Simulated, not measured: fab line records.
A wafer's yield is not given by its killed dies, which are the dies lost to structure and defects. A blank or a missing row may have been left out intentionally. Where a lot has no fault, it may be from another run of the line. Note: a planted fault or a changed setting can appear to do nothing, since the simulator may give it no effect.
fab line records	flow gf180mcu
[record] lots = 24	wafers = 72	last_day = 34
route steps=602 shown V1@339 M3@426 M4@459 V4@491 V5@562 TOP_METAL@584
lots that met no fault: taken from a fault-free run of the same line
start_h: hours from the record's opening day to when the first of the lot's shown wafers began	wait_h: time in hours since the lot's previous step	" identical to the entry in the row above	L1.1+2: several wafers, shown together as one row	- no value, or no start given	* or withheld: withheld	< > ~ a bound
route shown NAME@n: a module of which the file shows steps, and the number in the route of the first	usual: mean/standard deviation taken from wafers without a fault	same: alike in all rows	chamber/n: place in a boat	sites: the reading at each site	_std_site: the standard deviation of these	_edge_site: mean of outer sites minus mean of inner sites	radius_mm: how far each site lies from the wafer's centre	mask NAME#n: copy n	behind: the most recent tool/chamber to have shaped the wafer	hold: reason for holding the lot/hours on hold/outcome of the hold	device: names the non-switching transistor (n, p or np)	end of line: tests run on the same wafers once the route is complete	a step given without rows: its recipe and nothing more	killed: count of dies lost to structure and defects at first sort (not the wafer's yield)	map: dies across one wafer; x = killed, . = not, _ = none there
set.NAME: the setting the step ran with; set.NAME@STEP: the setting that earlier step ran with	model.NAME: the simulator's own value behind a step, which no gauge read
one table for each step of the route and one row for each wafer, over a sample of lots
services: from which hour (start_h, from the record's first day; less than 0 if before it) a tool's chamber was out of use, for how many hours, and why
[[steps]]
[step GF_V1_CMP_04]
[recipe] material = SiO2	down_force_psi = 4	platen_rpm = 60	pad_velocity_m_s = 0.94248
[usual] edge_zone_pressure_frac = 1.000/0.0051	motor_current_A = 12.3/1	time_to_endpoint_s = 79/5
lot.wafer	tool	chamber	start_h	wait_h	edge_zone_pressure_frac	motor_current_A	time_to_endpoint_s
L074.2	cmp-02	3	378.57	0.8	0.998	13.7	70
L074.3	"	1	"	"	1.009	11.4	77
L074.5	"	2	"	"	1.000	12.2	74
L075.4	cmp-01	3	384.00	0.0	1.003	10.5	85
L075.2	"	1	"	"	0.991	11.6	76
L075.6	"	0	"	"	0.999	12.7	87
L076.4	cmp-01	1	404.44	1.0	1.001	10.9	85
L076.3	"	2	"	"	0.995	12.0	78
L076.1	"	0	"	"	0.997	12.8	75
L077.4	cmp-01	1	407.70	0.1	1.001	12.3	85
L077.5	"	1	"	"	1.007	12.0	82
L077.6	"	2	"	"	1.001	12.2	78
L078.3	cmp-02	0	423.41	0.0	1.004	13.5	77
L078.4	"	1	"	"	0.992	11.7	79
L078.6	"	0	"	"	1.004	12.8	76
L080.3	cmp-02	1	438.74	0.2	0.989	12.0	73
L080.6	"	2	"	"	0.997	11.4	79
L080.5	"	3	"	"	0.987	13.4	77
L079.4	cmp-01	0	439.04	0.1	0.995	12.4	75
L079.1	"	1	"	"	1.009	11.9	80
L079.6	"	3	"	"	1.003	11.2	82
L081.3	cmp-01	1	457.19	0.1	0.994	11.3	75
L081.1	"	2	"	"	1.004	12.3	75
L081.5	"	1	"	"	0.996	11.5	80
L082.4	cmp-01	3	463.95	0.0	1.002	10.2	74
L082.3	"	0	"	"	1.001	13.4	70
L082.5	"	0	"	"	1.000	13.2	76
L083.4	cmp-01	2	486.76	0.0	1.001	13.0	78
L083.2	"	3	"	"	1.002	10.5	75
L083.5	"	2	"	"	1.002	12.6	82
L085.4	cmp-01	2	488.25	0.1	0.993	12.3	82
L085.5	"	1	"	"	0.991	11.3	88
L085.6	"	2	"	"	1.001	12.9	84
L084.2	cmp-02	0	494.33	0.1	0.997	13.0	76
L084.5	"	3	"	"	1.007	13.6	78
L084.6	"	0	"	"	1.000	13.9	81
L086.1	cmp-01	3	508.71	0.1	1.006	10.9	73
L086.4	"	0	"	"	1.002	13.0	83
L086.3	"	1	"	"	1.009	11.2	73
L087.4	cmp-02	0	509.44	0.1	1.008	14.0	77
L087.2	"	1	"	"	1.000	11.5	69
L087.6	"	0	"	"	0.994	13.6	77
L088.2	cmp-01	2	521.15	0.1	0.999	11.9	79
L088.6	"	0	"	"	1.001	13.6	79
L088.5	"	1	"	"	0.994	11.7	80
L089.4	cmp-02	3	526.05	0.1	0.998	13.8	78
L089.3	"	0	"	"	0.996	13.5	76
L089.6	"	3	"	"	1.002	13.8	79
L090.3	cmp-02	0	537.40	0.1	1.001	14.3	82
L090.2	"	1	"	"	0.997	11.4	79
L090.5	"	3	"	"	0.998	13.3	83
L092.2	cmp-01	2	540.85	0.0	1.005	13.2	81
L092.1	"	0	"	"	1.003	13.0	86
L092.6	"	2	"	"	1.003	12.8	87
L091.2	cmp-01	3	542.49	0.0	1.003	10.5	84
L091.4	"	1	"	"	1.000	11.5	81
L091.1	"	2	"	"	1.000	11.9	78
L093.4	cmp-02	0	553.77	0.0	1.002	13.0	90
L093.6	"	0	"	"	1.002	13.8	86
L093.5	"	1	"	"	1.003	11.8	89
L094.2	cmp-01	3	562.30	0.1	1.001	11.4	82
L094.3	"	0	"	"	0.996	13.7	79
L094.4	"	2	"	"	1.001	12.8	87
L095.2	cmp-02	1	575.56	0.0	1.007	11.3	76
L095.4	"	0	"	"	1.001	13.4	88
L095.5	"	1	"	"	1.005	11.8	88
L096.3	cmp-01	1	577.79	0.0	1.003	10.9	79
L096.2	"	2	"	"	0.998	12.6	73
L096.5	"	2	"	"	0.996	12.6	88
L097.4	cmp-02	1	588.20	0.1	0.996	11.6	81
L097.3	"	3	"	"	0.996	13.6	76
L097.5	"	1	"	"	1.008	11.7	78
[step GF_M3_STRIP_17]
[recipe] chemistry = O2/N2	power_w = 1400	pressure_mtorr = 1500	platen_temp_c = 250	o2_flow_sccm = 3000	n2_flow_sccm = 300	overash_fraction = 0.5
[usual] drypump_motor_current_A = 5.8/0.41	heater_power_w = 315/13	n2_flow_sccm = 300.2/0.87	oes_product_au = 0.558/0.0051	strip_time_to_endpoint_s = 7.86/0.04
lot.wafer	tool	chamber	start_h	wait_h	drypump_motor_current_A	heater_power_w	n2_flow_sccm	oes_product_au	rf_hours_counter_h	strip_time_to_endpoint_s
L074.2	plasma_asher-02	1	478.81	0.1	6.4	308	301.8	0.560	84	7.87
L074.3	"	0	"	"	5.7	313	300.2	0.567	-	7.91
L074.5	"	0	"	"	5.7	316	300.5	0.558	-	7.87
L075.2	plasma_asher-01	0	485.54	0.1	5.8	311	300.6	0.562	6	7.82
L075.4	"	1	"	"	5.3	350	302.2	0.558	-	7.86
L075.6	"	1	"	"	5.3	334	300.6	0.561	-	7.85
L076.1	plasma_asher-01	1	505.76	0.1	5.3	342	299.1	0.570	8	7.91
L076.3	"	0	"	"	5.7	320	299.3	0.554	-	7.88
L076.4	"	1	"	"	5.3	338	299.8	0.558	-	7.88
L077.4	plasma_asher-02	1	508.98	0.1	6.5	307	299.2	0.563	-	7.83
L077.5	"	1	"	"	6.5	302	299.7	0.561	-	7.82
L077.6	"	0	"	"	5.7	318	299.9	0.555	-	7.82
L078.3	plasma_asher-02	0	523.23	0.1	5.7	319	299.5	0.564	-	7.89
L078.4	"	1	"	"	6.5	307	300.9	0.553	-	7.82
L078.6	"	1	"	"	6.5	302	301.3	0.552	-	7.86
L080.3	plasma_asher-02	0	538.54	0.1	5.7	306	299.5	0.557	-	7.89
L080.5	"	0	"	"	5.7	304	299.1	0.560	-	7.84
L080.6	"	1	"	"	6.5	313	298.8	0.560	-	7.88
L079.1	plasma_asher-04	0	539.49	0.1	5.5	308	300.0	0.560	41	7.86
L079.4	"	1	"	"	5.4	312	299.6	0.566	-	7.91
L079.6	"	0	"	"	5.5	308	300.4	0.553	-	7.89
L081.1	plasma_asher-02	0	556.41	0.1	5.7	307	300.4	0.559	94	7.86
L081.3	"	1	"	"	6.5	307	299.0	0.556	-	7.84
L081.5	"	0	"	"	5.7	318	301.8	0.557	-	7.84
L082.3	plasma_asher-02	0	562.34	0.1	5.6	316	300.9	0.562	-	7.84
L082.4	"	1	"	"	6.5	308	300.9	0.559	-	7.91
L082.5	"	1	"	"	6.5	304	300.3	0.560	-	7.91
L083.2	plasma_asher-04	1	582.94	0.1	5.4	317	300.1	0.557	46	7.87
L083.4	"	1	"	"	5.5	314	300.8	0.555	-	7.88
L083.5	"	1	"	"	5.4	317	301.3	0.554	-	7.84
L085.4	plasma_asher-02	1	584.62	0.1	6.5	302	301.6	0.553	-	7.92
L085.5	"	0	"	"	5.7	311	300.0	0.553	-	7.93
L085.6	"	1	"	"	6.5	306	300.2	0.562	-	7.87
L084.2	plasma_asher-01	0	591.56	0.1	5.7	314	301.8	0.563	15	7.86
L084.5	"	0	"	"	5.7	308	302.8	0.549	-	7.82
L084.6	"	1	"	"	5.3	350	300.2	0.554	-	7.85
L086.1	plasma_asher-04	1	603.56	0.1	5.4	313	301.1	0.562	48	7.83
L086.3	"	0	"	"	5.5	313	300.2	0.556	-	7.83
L086.4	"	1	"	"	5.4	324	298.8	0.556	-	7.87
L087.2	plasma_asher-01	1	604.36	0.1	5.3	349	299.0	0.560	17	7.84
L087.4	"	0	"	"	5.7	308	300.6	0.559	-	7.80
L087.6	"	0	"	"	5.7	313	301.2	0.562	-	7.86
L088.2	plasma_asher-02	1	613.89	0.1	6.4	314	300.1	0.553	100	7.87
L088.5	"	0	"	"	5.7	311	300.4	0.547	-	7.89
L088.6	"	1	"	"	6.5	300	299.7	0.556	-	7.87
L089.3	plasma_asher-02	1	617.24	0.1	6.5	305	300.6	0.556	-	7.84
L089.4	"	0	"	"	5.7	315	300.8	0.559	-	7.90
L089.6	"	0	"	"	5.7	310	300.8	0.553	-	7.81
L090.2	plasma_asher-04	1	627.64	0.1	5.4	319	298.9	0.560	51	7.87
L090.3	"	0	"	"	5.5	309	302.9	0.562	-	7.86
L090.5	"	0	"	"	5.5	301	300.9	0.561	-	7.84
L092.1	plasma_asher-01	0	632.01	0.1	5.7	307	298.8	0.560	20	7.86
L092.2	"	1	"	"	5.3	364	299.7	0.563	20	7.84
L092.6	"	0	"	"	5.8	314	299.4	0.571	-	7.87
L091.1	plasma_asher-04	0	633.34	0.1	5.5	313	300.5	0.562	51	7.85
L091.2	"	1	"	"	5.4	323	300.7	0.560	51	7.89
L091.4	"	1	"	"	5.4	317	300.5	0.558	-	7.84
L093.4	plasma_asher-04	0	642.97	0.1	5.5	309	298.4	0.561	-	7.82
L093.5	"	0	"	"	5.5	315	299.6	0.549	-	7.83
L093.6	"	1	"	"	5.4	316	300.0	0.546	-	7.76
L094.2	plasma_asher-02	0	650.26	0.1	5.7	305	300.4	0.558	103	7.90
L094.3	"	0	"	"	5.7	315	299.4	0.558	-	7.93
L094.4	"	1	"	"	6.5	306	298.8	0.557	-	7.83
L095.2	plasma_asher-01	0	662.09	0.1	5.7	316	299.8	0.561	23	7.88
L095.4	"	0	"	"	5.7	301	298.9	0.563	-	7.82
L095.5	"	0	"	"	5.7	311	299.7	0.552	-	7.82
L096.2	plasma_asher-04	1	664.76	0.1	5.4	314	300.8	0.563	55	7.80
L096.3	"	1	"	"	5.4	308	300.2	0.560	-	7.87
L096.5	"	0	"	"	5.5	311	300.5	0.549	-	7.77
L097.3	plasma_asher-02	1	673.92	0.1	6.5	301	299.2	0.563	-	7.89
L097.4	"	0	"	"	5.7	312	301.2	0.556	-	7.91
L097.5	"	1	"	"	6.5	311	298.7	0.554	-	7.85
[step GF_M4_SPUTTER_03]
[recipe] material = Ti	target_thk_nm = 10	substrate_temp_c = 300	chamber_pressure_pa = 0.3	power_w = 3000	time_s = 6.7
[usual] throttle_valve_pct = 30.6/0.78
lot.wafer	tool	chamber	start_h	wait_h	throttle_valve_pct
L074.2	pvd_sputter-04	-	505.17	0.0	31.4
L074.3	"	-	"	"	30.2
L074.5	"	-	"	"	29.4
L075.2	pvd_sputter-03	-	511.52	0.0	29.1
L075.4	"	-	"	"	30.6
L075.6	"	-	"	"	29.3
L076.1	pvd_sputter-03	-	531.51	0.0	29.4
L076.3	"	-	"	"	30.6
L076.4	"	-	"	"	31.0
L077.4	pvd_sputter-04	-	535.31	0.0	31.6
L077.5	"	-	"	"	30.9
L077.6	"	-	"	"	29.3
L078.3	pvd_sputter-01	-	548.46	0.0	31.5
L078.4	"	-	"	"	31.1
L078.6	"	-	"	"	31.3
L080.3	pvd_sputter-01	-	564.11	0.0	31.0
L080.5	"	-	"	"	31.4
L080.6	"	-	"	"	30.8
L079.1	pvd_sputter-04	-	565.28	0.0	31.2
L079.4	"	-	"	"	31.6
L079.6	"	-	"	"	31.0
L081.1	pvd_sputter-01	-	581.54	0.0	31.3
L081.3	"	-	"	"	30.9
L081.5	"	-	"	"	31.2
L082.3	pvd_sputter-04	-	586.82	0.0	30.5
L082.4	"	-	"	"	31.8
L082.5	"	-	"	"	31.6
L083.2	pvd_sputter-03	-	607.06	0.0	29.2
L083.4	"	-	"	"	31.3
L083.5	"	-	"	"	30.9
L085.4	pvd_sputter-01	-	607.82	0.0	31.2
L085.5	"	-	"	"	29.8
L085.6	"	-	"	"	31.3
L084.2	pvd_sputter-03	-	615.90	0.0	30.7
L084.5	"	-	"	"	29.0
L084.6	"	-	"	"	30.5
L086.1	pvd_sputter-03	-	627.31	0.0	30.1
L086.3	"	-	"	"	29.0
L086.4	"	-	"	"	31.0
L087.2	pvd_sputter-04	-	627.78	0.0	30.5
L087.4	"	-	"	"	31.6
L087.6	"	-	"	"	31.2
L088.2	pvd_sputter-04	-	636.49	0.0	29.4
L088.5	"	-	"	"	30.1
L088.6	"	-	"	"	31.6
L089.3	pvd_sputter-03	-	639.77	0.0	29.4
L089.4	"	-	"	"	30.3
L089.6	"	-	"	"	29.1
L090.2	pvd_sputter-01	-	650.21	0.0	31.2
L090.3	"	-	"	"	31.5
L090.5	"	-	"	"	31.0
L092.1	pvd_sputter-04	-	655.00	0.0	30.2
L092.2	"	-	"	"	30.9
L092.6	"	-	"	"	30.9
L091.1	pvd_sputter-04	-	656.14	0.0	31.2
L091.2	"	-	"	"	29.5
L091.4	"	-	"	"	31.6
L093.4	pvd_sputter-01	-	664.77	0.0	31.0
L093.5	"	-	"	"	31.6
L093.6	"	-	"	"	30.9
L094.2	pvd_sputter-01	-	672.81	0.0	29.7
L094.3	"	-	"	"	31.3
L094.4	"	-	"	"	31.4
L095.2	pvd_sputter-03	-	683.47	0.0	30.4
L095.4	"	-	"	"	31.0
L095.5	"	-	"	"	30.6
L096.2	pvd_sputter-03	-	686.89	0.0	30.6
L096.3	"	-	"	"	30.7
L096.5	"	-	"	"	30.6
L097.3	pvd_sputter-01	-	695.50	0.0	31.5
L097.4	"	-	"	"	29.8
L097.5	"	-	"	"	31.4
[step GF_V4_OVL_MEAS_15]
[usual] V4_OVL = -3/4.7
lot.wafer	tool	chamber	start_h	wait_h	V4_OVL[nm]
L074.2	overlay-02	-	552.92	0.1	-11
L074.3	"	-	"	"	-8
L074.5	"	-	"	"	-1
L075.2	overlay-01	-	559.27	0.1	-1
L075.4	"	-	"	"	-6
L075.6	"	-	"	"	-1
L076.1	overlay-02	-	578.12	0.1	-10
L076.3	"	-	"	"	-4
L076.4	"	-	"	"	-6
L077.4	overlay-01	-	581.63	0.1	3
L077.5	"	-	"	"	5
L077.6	"	-	"	"	6
L078.3	overlay-01	-	592.90	0.1	-7
L078.4	"	-	"	"	-8
L078.6	"	-	"	"	-7
L080.3	overlay-02	-	607.72	0.1	1
L080.5	"	-	"	"	-4
L080.6	"	-	"	"	-6
L079.1	overlay-02	-	610.07	0.1	-3
L079.4	"	-	"	"	-3
L079.6	"	-	"	"	-7
L081.1	overlay-02	-	624.81	0.1	-6
L081.3	"	-	"	"	-7
L081.5	"	-	"	"	-7
L082.3	overlay-01	-	630.17	0.1	-7
L082.4	"	-	"	"	-9
L082.5	"	-	"	"	-4
L083.2	overlay-02	-	648.87	0.1	-7
L083.4	"	-	"	"	-8
L083.5	"	-	"	"	-8
L085.4	overlay-01	-	649.00	0.1	-6
L085.5	"	-	"	"	-7
L085.6	"	-	"	"	5
L084.2	overlay-02	-	656.67	0.1	-7
L084.5	"	-	"	"	-4
L084.6	"	-	"	"	-13
L086.1	overlay-01	-	668.14	0.1	-2
L086.3	"	-	"	"	-4
L086.4	"	-	"	"	-5
L087.2	overlay-02	-	668.17	0.1	-3
L087.4	"	-	"	"	-2
L087.6	"	-	"	"	-1
L088.2	overlay-01	-	676.40	0.1	0
L088.5	"	-	"	"	-1
L088.6	"	-	"	"	-3
L089.3	overlay-01	-	680.15	0.1	-4
L089.4	"	-	"	"	0
L089.6	"	-	"	"	-2
L090.2	overlay-02	-	689.32	0.1	1
L090.3	"	-	"	"	1
L090.5	"	-	"	"	8
L092.1	overlay-01	-	694.09	0.1	2
L092.2	"	-	"	"	0
L092.6	"	-	"	"	-2
L091.1	overlay-02	-	695.16	0.1	-4
L091.2	"	-	"	"	2
L091.4	"	-	"	"	-4
L093.4	overlay-01	-	703.53	0.1	2
L093.5	"	-	"	"	-5
L093.6	"	-	"	"	0
L094.2	overlay-01	-	711.52	0.1	-7
L094.3	"	-	"	"	-2
L094.4	"	-	"	"	-12
L095.2	overlay-02	-	721.98	0.1	-1
L095.4	"	-	"	"	5
L095.5	"	-	"	"	10
L096.2	overlay-02	-	724.82	0.1	-6
L096.3	"	-	"	"	-8
L096.5	"	-	"	"	-9
L097.3	overlay-02	-	739.34	6.5	-5
L097.4	"	-	"	"	2
L097.5	"	-	"	"	-5
[step GF_V5_SPUTTER_22]
[recipe] material = TiN	target_thk_nm = 10	chamber_pressure_pa = 5	power_w = 4000	time_s = 40
[usual] throttle_valve_pct = 30.5/1.3
lot.wafer	tool	chamber	start_h	wait_h	throttle_valve_pct
L074.2	pvd_sputter-01	-	621.41	0.0	31.0
L074.3	"	-	"	"	29.5
L074.5	"	-	"	"	31.2
L075.2	pvd_sputter-01	-	626.08	0.0	31.2
L075.4	"	-	"	"	31.0
L075.6	"	-	"	"	29.7
L076.1	pvd_sputter-01	-	645.25	0.0	31.4
L076.3	"	-	"	"	31.4
L076.4	"	-	"	"	29.8
L077.4	pvd_sputter-02	-	648.39	0.0	29.4
L077.5	"	-	"	"	27.2
L077.6	"	-	"	"	29.8
L078.3	pvd_sputter-01	-	658.06	0.0	29.6
L078.4	"	-	"	"	31.5
L078.6	"	-	"	"	31.6
L080.3	pvd_sputter-04	-	672.54	0.0	31.6
L080.5	"	-	"	"	31.6
L080.6	"	-	"	"	30.4
L079.1	pvd_sputter-02	-	673.26	0.0	31.8
L079.4	"	-	"	"	29.8
L079.6	"	-	"	"	27.1
L081.1	pvd_sputter-02	-	687.79	0.0	31.6
L081.3	"	-	"	"	30.0
L081.5	"	-	"	"	31.3
L082.3	pvd_sputter-01	-	692.68	0.0	29.5
L082.4	"	-	"	"	31.3
L082.5	"	-	"	"	31.1
L083.2	pvd_sputter-02	-	711.06	0.0	29.7
L083.4	"	-	"	"	31.8
L083.5	"	-	"	"	31.5
L085.4	pvd_sputter-01	-	711.38	0.0	31.3
L085.5	"	-	"	"	31.3
L085.6	"	-	"	"	29.4
L084.2	pvd_sputter-01	-	717.35	0.0	31.5
L084.5	"	-	"	"	31.0
L084.6	"	-	"	"	31.4
L087.2	pvd_sputter-02	-	739.69	0.0	31.6
L087.4	"	-	"	"	27.1
L087.6	"	-	"	"	27.4
L086.1	pvd_sputter-01	-	740.27	0.0	31.0
L086.3	"	-	"	"	29.9
L086.4	"	-	"	"	31.9
L088.2	pvd_sputter-02	-	742.28	0.0	29.8
L088.5	"	-	"	"	31.5
L088.6	"	-	"	"	29.9
L089.3	pvd_sputter-04	-	742.28	0.0	30.3
L089.4	"	-	"	"	31.1
L089.6	"	-	"	"	30.8
L090.2	pvd_sputter-04	-	747.82	0.0	30.8
L090.3	"	-	"	"	29.2
L090.5	"	-	"	"	31.0
L092.1	pvd_sputter-04	-	754.32	0.0	31.4
L092.2	"	-	"	"	31.1
L092.6	"	-	"	"	30.9
L091.1	pvd_sputter-02	-	755.22	0.0	27.4
L091.2	"	-	"	"	31.4
L091.4	"	-	"	"	31.8
L094.2	pvd_sputter-04	-	765.68	0.0	31.3
L094.3	"	-	"	"	30.9
L094.4	"	-	"	"	29.5
L095.2	pvd_sputter-02	-	765.91	0.0	29.6
L095.4	"	-	"	"	31.5
L095.5	"	-	"	"	27.5
L093.4	pvd_sputter-01	-	766.77	0.0	29.7
L093.5	"	-	"	"	31.4
L093.6	"	-	"	"	31.1
L096.2	pvd_sputter-01	-	766.97	0.0	31.4
L096.3	"	-	"	"	29.6
L096.5	"	-	"	"	29.2
L097.3	pvd_sputter-02	-	795.52	0.0	27.1
L097.4	"	-	"	"	29.9
L097.5	"	-	"	"	31.9
[step GF_TOP_METAL_STRIP_17]
[recipe] chemistry = O2/N2	power_w = 1400	pressure_mtorr = 1500	platen_temp_c = 250	o2_flow_sccm = 3000	n2_flow_sccm = 300	overash_fraction = 0.5
[usual] drypump_motor_current_A = 5.8/0.5	heater_power_w = 325/20	n2_flow_sccm = 300.1/0.96	oes_product_au = 0.710/0.0044	strip_time_to_endpoint_s = 13.20/0.086
lot.wafer	tool	chamber	start_h	wait_h	drypump_motor_current_A	heater_power_w	n2_flow_sccm	oes_product_au	rf_hours_counter_h	strip_time_to_endpoint_s
L074.2	plasma_asher-03	0	642.65	0.1	5.8	312	298.5	0.716	87	13.30
L074.3	"	1	"	"	6.8	356	300.4	0.710	-	13.24
L074.5	"	0	"	"	5.8	311	299.2	0.707	-	13.31
L075.2	plasma_asher-04	0	646.88	0.1	5.5	308	298.1	0.707	53	13.23
L075.4	"	0	"	"	5.5	307	300.1	0.710	-	13.14
L075.6	"	0	"	"	5.5	307	299.9	0.710	-	13.12
L076.1	plasma_asher-03	0	665.63	0.1	5.8	317	300.7	0.707	89	13.13
L076.3	"	1	"	"	6.8	361	299.6	0.706	-	13.10
L076.4	"	0	"	"	5.8	314	298.9	0.714	-	13.31
L077.4	plasma_asher-04	0	668.69	0.1	5.5	305	300.8	0.711	-	13.26
L077.5	"	0	"	"	5.5	311	300.4	0.715	-	13.25
L077.6	"	1	"	"	5.5	322	299.1	0.706	-	13.14
L078.3	plasma_asher-04	1	677.81	0.1	5.4	319	299.7	0.706	-	13.22
L078.4	"	0	"	"	5.5	308	300.8	0.708	-	13.18
L078.6	"	1	"	"	5.5	315	300.1	0.708	-	13.09
L080.3	plasma_asher-01	0	692.44	0.1	5.7	298	301.8	0.712	-	13.18
L080.5	"	0	"	"	5.7	304	300.3	0.704	-	13.15
L080.6	"	1	"	"	5.3	346	298.6	0.710	-	13.20
L079.1	plasma_asher-04	0	693.70	0.3	5.5	310	300.2	0.717	58	13.29
L079.4	"	1	"	"	5.4	317	301.0	0.711	-	13.25
L079.6	"	0	"	"	5.5	303	300.5	0.707	-	13.32
L081.1	plasma_asher-03	0	707.80	0.3	5.7	303	301.4	0.714	94	13.37
L081.3	"	1	"	"	6.7	343	300.7	0.717	-	13.28
L081.5	"	1	"	"	6.8	347	300.1	0.715	-	13.33
L082.3	plasma_asher-04	1	711.46	0.1	5.5	320	300.1	0.709	-	13.23
L082.4	"	0	"	"	5.5	310	298.8	0.714	-	13.18
L082.5	"	1	"	"	5.4	314	301.1	0.704	-	13.21
L083.2	plasma_asher-01	1	739.11	0.1	5.3	353	299.8	0.716	30	13.25
L083.4	"	1	"	"	5.3	356	302.0	0.716	-	13.16
L083.5	"	0	"	"	5.7	314	299.8	0.719	-	13.16
L085.4	plasma_asher-03	0	739.18	0.1	5.7	316	299.7	0.711	-	13.19
L085.5	"	1	"	"	6.8	354	299.6	0.705	-	13.28
L085.6	"	0	"	"	5.7	308	299.3	0.712	-	13.13
L084.2	plasma_asher-03	1	740.12	0.2	6.8	366	299.7	0.714	97	13.11
L084.5	"	0	"	"	5.8	320	299.4	0.710	-	13.29
L084.6	"	1	"	"	6.8	358	299.5	0.706	-	13.12
L087.2	plasma_asher-01	0	747.79	0.1	5.7	311	299.9	0.708	32	13.24
L087.4	"	1	"	"	5.3	349	299.0	0.713	-	13.29
L087.6	"	1	"	"	5.3	350	298.9	0.709	-	13.29
L086.1	plasma_asher-01	1	749.04	0.1	5.3	356	303.2	0.706	33	13.32
L086.3	"	0	"	"	5.7	310	299.0	0.704	-	13.07
L086.4	"	1	"	"	5.3	351	300.9	0.708	-	13.27
L089.3	plasma_asher-03	1	758.33	0.1	6.8	349	300.1	0.711	-	13.23
L089.4	"	0	"	"	5.7	319	300.1	0.712	-	13.08
L089.6	"	1	"	"	6.8	352	301.4	0.708	-	13.21
L088.2	plasma_asher-03	1	759.36	0.1	6.8	356	301.8	0.714	100	13.13
L088.5	"	0	"	"	5.8	306	299.9	0.718	-	13.28
L088.6	"	1	"	"	6.8	345	300.3	0.703	-	13.13
L090.2	plasma_asher-04	1	768.60	0.1	5.4	318	300.3	0.713	67	13.07
L090.3	"	1	"	"	5.4	317	300.9	0.712	-	13.29
L090.5	"	1	"	"	5.4	317	300.5	0.705	-	13.04
L092.1	plasma_asher-03	1	772.00	0.1	6.8	359	298.7	0.715	102	13.02
L092.2	"	0	"	"	5.8	308	300.1	0.705	102	13.07
L092.6	"	0	"	"	5.8	308	299.7	0.709	-	13.15
L091.1	plasma_asher-03	1	773.05	0.1	6.8	353	300.8	0.707	102	13.31
L091.2	"	0	"	"	5.8	307	302.7	0.709	102	13.20
L091.4	"	1	"	"	6.8	354	300.1	0.712	-	13.24
L094.2	plasma_asher-04	0	782.64	0.1	5.5	310	297.7	0.718	68	13.15
L094.3	"	0	"	"	5.5	306	298.8	0.705	-	13.22
L094.4	"	1	"	"	5.4	314	298.8	0.704	-	13.08
L095.2	plasma_asher-04	1	783.24	0.1	5.4	315	300.4	0.717	68	13.11
L095.4	"	1	"	"	5.4	315	300.8	0.712	-	13.28
L095.5	"	0	"	"	5.5	300	299.8	0.720	-	13.29
L093.4	plasma_asher-01	0	783.35	0.1	5.7	307	301.0	0.708	-	13.24
L093.5	"	0	"	"	5.8	311	299.9	0.710	-	13.19
L093.6	"	1	"	"	5.3	356	300.3	0.711	-	13.24
L096.2	plasma_asher-01	1	784.19	0.1	5.3	358	299.4	0.708	36	13.11
L096.3	"	1	"	"	5.3	349	299.8	0.710	-	13.27
L096.5	"	0	"	"	5.8	310	299.8	0.710	-	13.06
L097.3	plasma_asher-01	1	811.43	0.1	5.3	346	300.5	0.705	-	13.24
L097.4	"	0	"	"	5.8	306	299.3	0.713	-	13.03
L097.5	"	1	"	"	5.3	352	301.4	0.709	-	13.07
[[services]]
tool	chamber	start_h	hours	kind
plasma_asher-01	-	361.16	1.3	repair
pvd_sputter-01	-	362.15	3.3	repair
cmp-01	-	365.52	1.7	repair
cmp-01	-	373.52	0.3	repair
cmp-01	-	376.78	6.4	pm
pvd_sputter-01	-	385.78	1.8	repair
cmp-01	-	402.34	2.1	repair
cmp-01	-	408.12	4.0	pm
plasma_asher-04	-	414.69	6.6	repair
plasma_asher-01	-	421.25	9.0	pm
cmp-01	-	422.87	0.9	repair
cmp-01	-	426.11	1.1	repair
plasma_asher-04	-	469.00	11.4	repair
plasma_asher-01	-	470.18	7.7	repair
plasma_asher-04	-	483.19	13.0	repair
pvd_sputter-04	-	515.84	4.2	repair
plasma_asher-01	-	521.62	21.6	repair
cmp-01	-	566.35	1.5	repair
cmp-01	-	572.16	4.0	pm
pvd_sputter-01	-	584.11	3.1	repair
pvd_sputter-01	-	635.58	1.7	repair
cmp-01	-	710.37	1.0	repair
cmp-01	-	748.21	4.2	pm
cmp-01	-	810.57	15.1	pm
[[key]]
fault none
